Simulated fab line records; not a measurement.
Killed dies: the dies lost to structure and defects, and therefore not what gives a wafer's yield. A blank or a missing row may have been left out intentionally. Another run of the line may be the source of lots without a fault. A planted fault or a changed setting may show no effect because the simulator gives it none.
fab line records	flow sky130	part 1 of 2: steps 1 to 30 of 42
record lots=5	wafers=15	last-day=50
route steps=708 shown RES_XHIGH@334 SD_N@342 SD_P@359 SALICIDE@361 LI_CONTACT@362
lots with no fault: from the same line, run without faults
start-h: the number of hours between the record's first day and the start of the first shown wafer of the lot	wait-h: how many hours have passed since the lot's step before this one	" same as the row above	L1.1+2: one row covering several wafers at once	- either no value or no given start	* or withheld: withheld	< > ~ a bound
route shown NAME@n: a module of which the file shows steps, and the number in the route of the first	usual: mean/standard deviation of fault-free wafers	same: alike in all rows	chamber/n: place in a boat	sites: the reading at each site	_std_site: the values' standard deviation	_edge_site: mean of outer sites minus mean of inner sites	radius-mm: how far each site lies from the wafer's centre	mask NAME#n: copy n	behind: the tool/chamber that last shaped the wafer	hold: why the lot went on hold/how many hours it stayed there/how the hold came to an end	device: which transistor (n, p or np) failed to switch	end of line: the tests these same wafers got at the end of their route	where a step has no rows: the recipe by itself	killed: at the first sort, the dies lost to defects and structure; wafer yield is something else	map: a wafer's dies, x killed, . not, _ none there
set.NAME: the setting that was run; set.NAME@STEP: the one run at that earlier step	model.NAME: the simulator's own value behind a step, which no gauge read
lots at some steps of the route; a table a step, a row a wafer
services: the hour from which a tool's chamber was out of use, counted from the record's first day as start-h (under 0 if before that day), plus the number of hours and why
## steps
# step SKY_RES_XHIGH_COAT_02
# recipe resist=NOVOLAK	spin-rpm=3000	resist-thk-nm=1140
# usual spin-speed-rpm=3000.3/2.4
lot.wafer	tool	chamber	start-h	wait-h	spin-speed-rpm
L074.1	litho-track-03	0	604.02	0.1	3003.1
L074.3	"	0	"	"	3000.8
L074.5	"	0	"	"	3000.5
L079.1	litho-track-03	0	640.92	0.1	2998.8
L079.4	"	0	"	"	2998.0
L079.5	"	0	"	"	3000.8
L084.1	litho-track-03	0	687.57	0.1	3000.5
L084.2	"	0	"	"	3001.2
L084.6	"	0	"	"	2998.1
L089.2	litho-track-03	0	726.30	0.1	2998.9
L089.3	"	0	"	"	3000.1
L089.6	"	0	"	"	3002.5
L097.1	litho-track-03	0	789.07	0.1	3004.1
L097.3	"	0	"	"	3001.0
L097.4	"	0	"	"	2995.7
# step SKY_RES_XHIGH_SOFTBAKE_03
# recipe temp-c=90	time-s=60	resist=NOVOLAK
lot.wafer	tool	chamber	start-h	wait-h
L074.1+3+5	litho-track-03	0	604.17	0.1
L079.1+4+5	litho-track-03	0	641.07	0.1
L084.1+2+6	litho-track-03	0	687.72	0.1
L089.2+3+6	litho-track-03	0	726.45	0.1
L097.1+3+4	litho-track-03	0	789.22	0.1
# step SKY_RES_XHIGH_EXPOSE_04
# recipe mask-id=URPM	na=0.6	source-shape=conventional	sigma-outer=0.6	polarization=unpolarized	target-cd-nm=1270	dose-mj=140
lot.wafer	tool	chamber	start-h	wait-h	mask
L074.1+3+5	iline-stepper-01	0	-	-	URPM#0
L079.1+4+5	iline-stepper-02	0	-	-	URPM#0
L084.1+2+6	iline-stepper-01	0	-	-	URPM#0
L089.2+3+6	iline-stepper-02	0	-	-	URPM#0
L097.1+3+4	iline-stepper-02	0	-	-	URPM#0
# step SKY_RES_XHIGH_PEB_05
# recipe temp-c=withheld	time-s=*	resist=NOVOLAK
lot.wafer	tool	chamber	start-h	wait-h
L074.1+3+5	litho-track-02	0	-	-
L079.1+4+5	litho-track-02	0	-	-
L084.1+2+6	litho-track-04	0	-	-
L089.2+3+6	litho-track-03	0	-	-
L097.1+3+4	litho-track-03	0	-	-
# step SKY_RES_XHIGH_DEVELOP_06
# recipe resist=NOVOLAK	developer=TMAH	develop-time-s=60	dev-temp-c=23
lot.wafer	tool	chamber	start-h	wait-h
L074.1+3+5	litho-track-02	0	617.98	0.1
L079.1+4+5	litho-track-02	0	655.58	0.1
L084.1+2+6	litho-track-04	0	701.89	0.1
L089.2+3+6	litho-track-03	0	740.05	0.1
L097.1+3+4	litho-track-03	0	801.87	0.1
# step SKY_RES_XHIGH_IMPLANT_07
# recipe species=BF2	energy-kev=20	dose-cm2=3.6e+14	tilt-deg=0
# usual beam-energy-keV=20.001/0.0067
lot.wafer	tool	chamber	start-h	wait-h	beam-energy-keV
L074.1	implanter-02	0	618.13	0.1	19.998
L074.3	"	0	"	"	20.001
L074.5	"	0	"	"	20.005
L079.1	implanter-04	0	655.73	0.1	19.991
L079.4	"	0	"	"	19.995
L079.5	"	0	"	"	19.990
L084.1	implanter-03	0	702.04	0.1	20.006
L084.2	"	0	"	"	20.001
L084.6	"	0	"	"	20.006
L089.2	implanter-02	0	740.20	0.1	20.008
L089.3	"	0	"	"	20.007
L089.6	"	0	"	"	20.010
L097.1	implanter-02	0	802.02	0.1	20.006
L097.3	"	0	"	"	20.003
L097.4	"	0	"	"	20.005
# step SKY_RES_XHIGH_STRIP_08
# recipe chemistry=O2/N2	power-w=1400	pressure-mtorr=1500	platen-temp-c=withheld	o2-flow-sccm=3000	n2-flow-sccm=300	overash-fraction=0.5
# usual chamber-pressure-mTorr=1500.3/1.2	drypump-motor-current-A=5.8/0.37	oes-product-au=0.711/0.0047	strip-time-to-endpoint-s=14.25/0.037
# same overash-fraction=0.5
lot.wafer	tool	chamber	start-h	wait-h	chamber-pressure-mTorr	drypump-motor-current-A	oes-product-au	rf-hours-counter-h	strip-time-to-endpoint-s
L074.1	plasma-asher-02	0	618.28	0.1	1497.1	6.1	0.710	97	14.16
L074.3	"	0	"	"	1500.9	6.1	0.711	-	14.20
L074.5	"	0	"	"	1499.0	6.1	0.711	-	14.23
L079.1	plasma-asher-01	0	655.88	0.1	1499.6	5.1	0.706	22	14.22
L079.4	"	0	"	"	1500.8	5.1	0.710	-	14.21
L079.5	"	1	"	"	1501.2	5.9	0.713	-	14.21
L084.1	plasma-asher-04	1	702.19	0.1	1502.9	6.1	0.715	85	14.19
L084.2	"	0	"	"	1500.3	6.2	0.711	85	14.21
L084.6	"	1	"	"	1498.3	6.1	0.721	-	14.12
L089.2	plasma-asher-01	1	740.32	0.1	1500.3	5.9	0.719	31	14.24
L089.3	"	1	"	"	1500.5	5.9	0.711	-	14.25
L089.6	"	0	"	"	1500.5	5.0	0.711	-	14.22
L097.1	plasma-asher-01	0	802.17	0.1	1499.0	5.1	0.709	37	14.24
L097.3	"	0	"	"	1502.3	5.0	0.713	-	14.24
L097.4	"	1	"	"	1498.5	5.8	0.710	-	14.28
# step SKY_RES_XHIGH_TW_MEAS_09
# usual RES_XHIGH_TW=1652/12
lot.wafer	tool	chamber	start-h	wait-h	RES_XHIGH_TW
L074.1	film-metro-04	-	618.38	0.1	1637
L074.3	"	-	"	"	1640
L074.5	"	-	"	"	1648
L079.1	film-metro-03	-	655.98	0.1	1643
L079.4	"	-	"	"	1650
L079.5	"	-	"	"	1652
L084.1	film-metro-03	-	702.29	0.1	1647
L084.2	"	-	"	"	1641
L084.6	"	-	"	"	1648
L089.2	film-metro-02	-	740.43	0.1	1660
L089.3	"	-	"	"	1670
L089.6	"	-	"	"	1663
L097.1	film-metro-02	-	802.27	0.1	1665
L097.3	"	-	"	"	1661
L097.4	"	-	"	"	1677
# step SKY_SD_N_DEHYDRATE_00
# recipe temp-c=200	time-s=60
lot.wafer	tool	chamber	start-h	wait-h
L074.1+3+5	litho-track-04	0	631.94	13.5
L079.1+4+5	litho-track-04	0	669.19	13.2
L084.1+2+6	litho-track-01	0	715.39	13.1
L089.2+3+6	litho-track-01	0	753.27	12.8
L097.1+3+4	litho-track-04	0	814.79	12.5
# step SKY_SD_N_HMDS_01
# recipe prime-time-s=60	prime-temp-c=120
# same prime-time-s=60
lot.wafer	tool	chamber	start-h	wait-h
L074.1+3+5	litho-track-04	0	632.09	0.1
L079.1+4+5	litho-track-04	0	669.34	0.1
L084.1+2+6	litho-track-01	0	715.54	0.1
L089.2+3+6	litho-track-01	0	753.42	0.1
L097.1+3+4	litho-track-04	0	814.94	0.1
# step SKY_SD_N_COAT_02
# recipe resist=NOVOLAK	spin-rpm=3000	resist-thk-nm=1140
# usual spin-speed-rpm=3000.0/2.2
lot.wafer	tool	chamber	start-h	wait-h	spin-speed-rpm
L074.1	litho-track-04	0	632.24	0.1	2998.5
L074.3	"	0	"	"	2999.9
L074.5	"	0	"	"	2995.5
L079.1	litho-track-04	0	669.49	0.1	2997.5
L079.4	"	0	"	"	2995.1
L079.5	"	0	"	"	2996.2
L084.1	litho-track-01	0	715.69	0.1	2999.3
L084.2	"	0	"	"	3001.7
L084.6	"	0	"	"	3001.8
L089.2	litho-track-01	0	753.57	0.1	3000.8
L089.3	"	0	"	"	2999.8
L089.6	"	0	"	"	3004.1
L097.1	litho-track-04	0	815.09	0.1	3000.7
L097.3	"	0	"	"	3003.5
L097.4	"	0	"	"	3002.3
# step SKY_SD_N_SOFTBAKE_03
# recipe temp-c=90	time-s=60	resist=NOVOLAK
lot.wafer	tool	chamber	start-h	wait-h
L074.1+3+5	litho-track-04	0	632.39	0.1
L079.1+4+5	litho-track-04	0	669.64	0.1
L084.1+2+6	litho-track-01	0	715.84	0.1
L089.2+3+6	litho-track-01	0	753.72	0.1
L097.1+3+4	litho-track-04	0	815.24	0.1
# step SKY_SD_N_EXPOSE_04
# recipe mask-id=NSDM	na=0.6	source-shape=conventional	sigma-outer=0.6	polarization=unpolarized	target-cd-nm=380	dose-mj=141
lot.wafer	tool	chamber	start-h	wait-h	mask
L074.1+3+5	iline-stepper-01	0	-	-	NSDM#0
L079.1+4+5	iline-stepper-01	0	-	-	NSDM#0
L084.1+2+6	iline-stepper-01	0	-	-	NSDM#0
L089.2+3+6	iline-stepper-02	0	-	-	NSDM#0
L097.1+3+4	iline-stepper-02	0	-	-	NSDM#0
# step SKY_SD_N_PEB_05
# recipe temp-c=withheld	time-s=*	resist=NOVOLAK
lot.wafer	tool	chamber	start-h	wait-h
L074.1+3+5	litho-track-01	0	-	-
L079.1+4+5	litho-track-04	0	-	-
L084.1+2+6	litho-track-02	0	-	-
L089.2+3+6	litho-track-04	0	-	-
L097.1+3+4	litho-track-02	0	-	-
# step SKY_SD_N_DEVELOP_06
# recipe resist=NOVOLAK	developer=TMAH	develop-time-s=60	dev-temp-c=23
lot.wafer	tool	chamber	start-h	wait-h
L074.1+3+5	litho-track-01	0	646.69	0.1
L079.1+4+5	litho-track-04	0	683.29	0.1
L084.1+2+6	litho-track-02	0	729.78	0.1
L089.2+3+6	litho-track-04	0	767.31	0.1
L097.1+3+4	litho-track-02	0	828.58	0.1
# step SKY_SD_N_CD_MEAS_07
# recipe target-cd-nm=380
# usual cd-nm=380.4/2.5
lot.wafer	tool	chamber	start-h	wait-h	cd-nm
L074.1	cd-sem-01	-	646.84	0.1	382.5
L074.3	"	-	"	"	379.2
L074.5	"	-	"	"	378.8
L079.1	cd-sem-02	-	683.44	0.1	381.8
L079.4	"	-	"	"	381.2
L079.5	"	-	"	"	381.3
L084.1	cd-sem-02	-	729.93	0.1	381.5
L084.2	"	-	"	"	380.3
L084.6	"	-	"	"	380.0
L089.2	cd-sem-01	-	767.46	0.1	382.6
L089.3	"	-	"	"	380.5
L089.6	"	-	"	"	381.3
L097.1	cd-sem-02	-	828.73	0.1	382.4
L097.3	"	-	"	"	384.6
L097.4	"	-	"	"	379.1
# step SKY_SD_N_OVL_MEAS_08
# usual SD_N_OVL=1.5/1.5
lot.wafer	tool	chamber	start-h	wait-h	SD_N_OVL[nm]
L074.1	overlay-02	-	646.96	0.1	2.4
L074.3	"	-	"	"	1.0
L074.5	"	-	"	"	1.9
L079.1	overlay-01	-	683.56	0.1	2.1
L079.4	"	-	"	"	-0.3
L079.5	"	-	"	"	-0.1
L084.1	overlay-02	-	730.05	0.1	-1.8
L084.2	"	-	"	"	-0.7
L084.6	"	-	"	"	-0.6
L089.2	overlay-01	-	767.56	0.1	0.9
L089.3	"	-	"	"	2.3
L089.6	"	-	"	"	4.3
L097.1	overlay-01	-	828.85	0.1	2.6
L097.3	"	-	"	"	1.6
L097.4	"	-	"	"	2.8
# step SKY_SD_N_IMPLANT_09
# recipe species=As	energy-kev=50	dose-cm2=4e+15	tilt-deg=0
# usual beam-energy-keV=49.999/0.015
lot.wafer	tool	chamber	start-h	wait-h	beam-energy-keV
L074.1	implanter-02	0	647.00	0.0	49.995
L074.3	"	0	"	"	50.009
L074.5	"	0	"	"	49.999
L079.1	implanter-02	0	683.59	0.0	50.015
L079.4	"	0	"	"	50.017
L079.5	"	0	"	"	49.972
L084.1	implanter-04	0	730.08	0.0	50.007
L084.2	"	0	"	"	50.031
L084.6	"	0	"	"	50.003
L089.2	implanter-02	0	767.64	0.1	49.997
L089.3	"	0	"	"	50.012
L089.6	"	0	"	"	50.011
L097.1	implanter-04	0	828.89	0.0	49.977
L097.3	"	0	"	"	49.999
L097.4	"	0	"	"	49.973
# step SKY_SD_N_IMPLANT_10
# recipe species=P	energy-kev=20	dose-cm2=1e+14	tilt-deg=0
# usual beam-energy-keV=19.999/0.006
lot.wafer	tool	chamber	start-h	wait-h	beam-energy-keV
L074.1	implanter-02	0	647.15	0.1	20.001
L074.3	"	0	"	"	20.006
L074.5	"	0	"	"	20.002
L079.1	implanter-02	0	683.74	0.1	19.997
L079.4	"	0	"	"	20.002
L079.5	"	0	"	"	19.987
L084.1	implanter-04	0	730.23	0.1	20.000
L084.2	"	0	"	"	19.999
L084.6	"	0	"	"	20.000
L089.2	implanter-02	0	767.94	0.2	20.007
L089.3	"	0	"	"	20.003
L089.6	"	0	"	"	19.989
L097.1	implanter-04	0	829.04	0.1	20.004
L097.3	"	0	"	"	20.012
L097.4	"	0	"	"	20.002
# step SKY_SD_N_STRIP_11
# recipe chemistry=O2/N2	power-w=1400	pressure-mtorr=1500	platen-temp-c=withheld	o2-flow-sccm=3000	n2-flow-sccm=300	overash-fraction=0.5
# usual chamber-pressure-mTorr=1500.0/1.4	drypump-motor-current-A=5.93/0.26	oes-product-au=0.527/0.0044	strip-time-to-endpoint-s=22.54/0.042
# same overash-fraction=0.5
lot.wafer	tool	chamber	start-h	wait-h	chamber-pressure-mTorr	drypump-motor-current-A	oes-product-au	rf-hours-counter-h	strip-time-to-endpoint-s
L074.1	plasma-asher-02	1	647.30	0.1	1501.2	5.67	0.521	100	22.60
L074.3	"	1	"	"	1501.6	5.67	0.532	-	22.59
L074.5	"	1	"	"	1498.0	5.67	0.520	-	22.60
L079.1	plasma-asher-03	1	683.89	0.1	1498.5	5.60	0.528	57	22.52
L079.4	"	0	"	"	1500.3	5.52	0.518	-	22.50
L079.5	"	0	"	"	1499.8	5.58	0.528	-	22.54
L084.1	plasma-asher-04	0	730.38	0.1	1501.1	6.20	0.523	87	22.52
L084.2	"	1	"	"	1500.7	6.05	0.529	87	22.59
L084.6	"	1	"	"	1501.9	6.03	0.528	-	22.55
L089.2	plasma-asher-04	1	768.19	0.2	1500.7	6.09	0.530	91	22.54
L089.3	"	1	"	"	1498.7	6.10	0.524	-	22.55
L089.6	"	0	"	"	1501.3	6.21	0.526	-	22.55
L097.1	plasma-asher-02	0	829.19	0.1	1500.9	6.07	0.525	9	22.51
L097.3	"	1	"	"	1501.2	5.65	0.528	-	22.55
L097.4	"	0	"	"	1501.0	6.08	0.525	-	22.54
# step SKY_SD_N_TW_MEAS_12
# usual SD_N_TW=4013/26
lot.wafer	tool	chamber	start-h	wait-h	SD_N_TW
L074.1	film-metro-04	-	647.40	0.1	3994
L074.3	"	-	"	"	3981
L074.5	"	-	"	"	3977
L079.1	film-metro-04	-	683.99	0.1	3990
L079.4	"	-	"	"	4001
L079.5	"	-	"	"	4006
L084.1	film-metro-02	-	730.48	0.1	4057
L084.2	"	-	"	"	4039
L084.6	"	-	"	"	4036
L089.2	film-metro-03	-	768.30	0.1	4012
L089.3	"	-	"	"	4017
L089.6	"	-	"	"	4018
L097.1	film-metro-02	-	829.29	0.1	4026
L097.3	"	-	"	"	4027
L097.4	"	-	"	"	4025
# step SKY_SD_N_CLEAN_13
# recipe chemistry=SC1/SC2	mix=1:4:20	temp-c=70	time-s=150	dry=n2-spin
lot.wafer	tool	chamber	start-h	wait-h
L074.1+3+5	wet-bench-04	0	647.46	0.1
L079.1+4+5	wet-bench-02	1	684.05	0.1
L084.1+2+6	wet-bench-01	3	730.54	0.1
L089.2+3+6	wet-bench-04	2	768.35	0.0
L097.1+3+4	wet-bench-01	3	829.35	0.1
# step SKY_SD_N_RTA_14
# recipe temp-c=1075	time-s=2	idle-temp-c=650	ramp-up-c-per-s=150	ramp-down-c-per-s=90	ambient=N2
# usual chamber-o2-ppm=2.001/0.021	lamp-power-pct=15.74/0.056	wafer_temp_C_max=1078.1/1.4
lot.wafer	tool	chamber	start-h	wait-h	chamber-o2-ppm	lamp-power-pct	wafer_temp_C_max
L074.1	rtp-anneal-02	0	647.51	0.0	1.986	15.67	1076.0
L074.3	"	0	"	"	2.023	15.77	1077.6
L074.5	"	0	"	"	2.001	15.78	1077.0
L079.1	rtp-anneal-01	0	684.10	0.0	1.995	15.67	1077.3
L079.4	"	0	"	"	2.030	15.72	1080.1
L079.5	"	0	"	"	1.999	15.66	1077.1
L084.1	rtp-anneal-01	0	730.59	0.0	2.010	15.74	1079.5
L084.2	"	0	"	"	1.978	15.77	1079.1
L084.6	"	0	"	"	1.975	15.80	1075.8
L089.2	rtp-anneal-02	0	768.42	0.0	1.977	15.72	1077.8
L089.3	"	0	"	"	2.021	15.61	1078.5
L089.6	"	0	"	"	2.011	15.73	1079.8
L097.1	rtp-anneal-02	0	829.40	0.0	2.002	15.77	1076.9
L097.3	"	0	"	"	2.028	15.69	1077.4
L097.4	"	0	"	"	2.039	15.63	1077.9
# step SKY_SD_N_RS_MEAS_16
# recipe thk-meas-gauge=four-point-probe
# usual SD_N_RS=68.60/0.12
lot.wafer	tool	chamber	start-h	wait-h	SD_N_RS[ohm/sq]
L074.1	film-metro-02	-	647.68	0.1	68.50
L074.3	"	-	"	"	68.55
L074.5	"	-	"	"	68.31
L079.1	film-metro-03	-	684.28	0.1	68.53
L079.4	"	-	"	"	68.67
L079.5	"	-	"	"	68.71
L084.1	film-metro-04	-	730.77	0.1	68.46
L084.2	"	-	"	"	68.62
L084.6	"	-	"	"	68.51
L089.2	film-metro-04	-	768.60	0.1	68.58
L089.3	"	-	"	"	68.66
L089.6	"	-	"	"	68.48
L097.1	film-metro-03	-	829.57	0.1	68.82
L097.3	"	-	"	"	68.74
L097.4	"	-	"	"	68.71
# step SKY_SD_N_RS_MEAS_17
# recipe thk-meas-gauge=four-point-probe
# usual SD_P_RS=147.2/0.38
lot.wafer	tool	chamber	start-h	wait-h	SD_P_RS[ohm/sq]
L074.1	film-metro-02	-	647.80	0.1	146.6
L074.3	"	-	"	"	146.6
L074.5	"	-	"	"	146.5
L079.1	film-metro-03	-	684.40	0.1	147.5
L079.4	"	-	"	"	146.7
L079.5	"	-	"	"	146.8
L084.1	film-metro-04	-	730.89	0.1	146.9
L084.2	"	-	"	"	147.1
L084.6	"	-	"	"	147.0
L089.2	film-metro-04	-	768.72	0.1	146.9
L089.3	"	-	"	"	147.2
L089.6	"	-	"	"	147.1
L097.1	film-metro-03	-	829.69	0.1	147.3
L097.3	"	-	"	"	147.1
L097.4	"	-	"	"	147.4
# step SKY_SD_N_RS_MEAS_18
# recipe thk-meas-gauge=four-point-probe
# usual RES_XHIGH_RS=334.0/1.2
lot.wafer	tool	chamber	start-h	wait-h	RES_XHIGH_RS[ohm/sq]
L074.1	film-metro-02	-	647.92	0.1	331.5
L074.3	"	-	"	"	334.1
L074.5	"	-	"	"	332.6
L079.1	film-metro-03	-	684.52	0.1	335.4
L079.4	"	-	"	"	335.5
L079.5	"	-	"	"	336.1
L084.1	film-metro-04	-	731.01	0.1	333.5
L084.2	"	-	"	"	335.1
L084.6	"	-	"	"	335.0
L089.2	film-metro-04	-	768.84	0.1	333.8
L089.3	"	-	"	"	332.7
L089.6	"	-	"	"	333.4
L097.1	film-metro-03	-	829.81	0.1	334.4
L097.3	"	-	"	"	334.0
L097.4	"	-	"	"	334.8
# step SKY_SALICIDE_CLEAN_00
# recipe chemistry=HF-last	time-s=30	dilution=100:1	dry=ipa-marangoni
lot.wafer	tool	chamber	start-h	wait-h
L074.1+3+5	wet-bench-03	0	648.04	0.1
L079.1+4+5	wet-bench-03	2	684.64	0.1
L084.1+2+6	wet-bench-01	2	731.13	0.1
L089.2+3+6	wet-bench-02	3	768.94	0.1
L097.1+3+4	wet-bench-01	2	829.93	0.1
# step SKY_LI_CONTACT_HDPCVD_00
# recipe material=PSG	target-thk-nm=930	sigma-open-frac=0.3	time-s=155	temp-c=600	sih4-flow-sccm=60	pressure-mtorr=6
lot.wafer	tool	chamber	start-h	wait-h
L074.1+3+5	hdpcvd-01	1,0,0	648.06	0.0
L079.1+4+5	hdpcvd-02	0,2,0	684.65	0.0
L084.1+2+6	hdpcvd-01	1,2,1	731.14	0.0
L089.2+3+6	hdpcvd-01	0,2,1	768.96	0.0
L097.1+3+4	hdpcvd-01	1,0,2	829.95	0.0
# step SKY_LI_CONTACT_THK_MEAS_01
# recipe reads=PSG_of_LI_CONTACT_HDPCVD_00
# usual LI_CONTACT_HDPCVD_THK=932/9
lot.wafer	tool	chamber	start-h	wait-h	LI_CONTACT_HDPCVD_THK[nm]
L074.1	film-metro-04	-	648.16	0.1	930
L074.3	"	-	"	"	937
L074.5	"	-	"	"	934
L079.1	film-metro-02	-	684.76	0.1	933
L079.4	"	-	"	"	929
L079.5	"	-	"	"	931
L084.1	film-metro-02	-	731.25	0.1	929
L084.2	"	-	"	"	941
L084.6	"	-	"	"	919
L089.2	film-metro-04	-	769.07	0.1	948
L089.3	"	-	"	"	935
L089.6	"	-	"	"	947
L097.1	film-metro-04	-	830.05	0.1	946
L097.3	"	-	"	"	951
L097.4	"	-	"	"	946
# step SKY_LI_CONTACT_CMP_02
# recipe material=PSG	down-force-psi=4	platen-rpm=60	pad-velocity-m-s=0.94248
# usual motor-current-A=12.9/1.2	platen-rpm=60.00/0.04	time-to-endpoint-s=32.7/2.2
lot.wafer	tool	chamber	start-h	wait-h	motor-current-A	platen-rpm	time-to-endpoint-s
L074.3	cmp-02	2	648.22	0.0	14.0	59.94	32.2
L074.1	"	3	"	"	12.1	60.01	33.6
L074.5	"	3	"	"	12.3	60.00	32.6
L079.1	cmp-02	0	684.82	0.1	13.7	60.10	31.1
L079.4	"	3	"	"	11.9	60.08	31.7
L079.5	"	0	"	"	13.6	59.94	29.4
L084.1	cmp-02	1	731.36	0.1	11.6	60.02	33.3
L084.2	"	2	"	"	14.7	60.07	35.8
L084.6	"	1	"	"	12.9	60.00	34.1
L089.3	cmp-01	3	769.12	0.0	11.3	60.08	34.1
L089.2	"	1	"	"	12.0	60.04	37.2
L089.6	"	3	"	"	11.1	60.04	36.3
L097.1	cmp-02	1	830.11	0.1	12.2	59.99	36.1
L097.4	"	2	"	"	14.0	59.99	35.9
L097.3	"	3	"	"	11.1	60.00	36.6
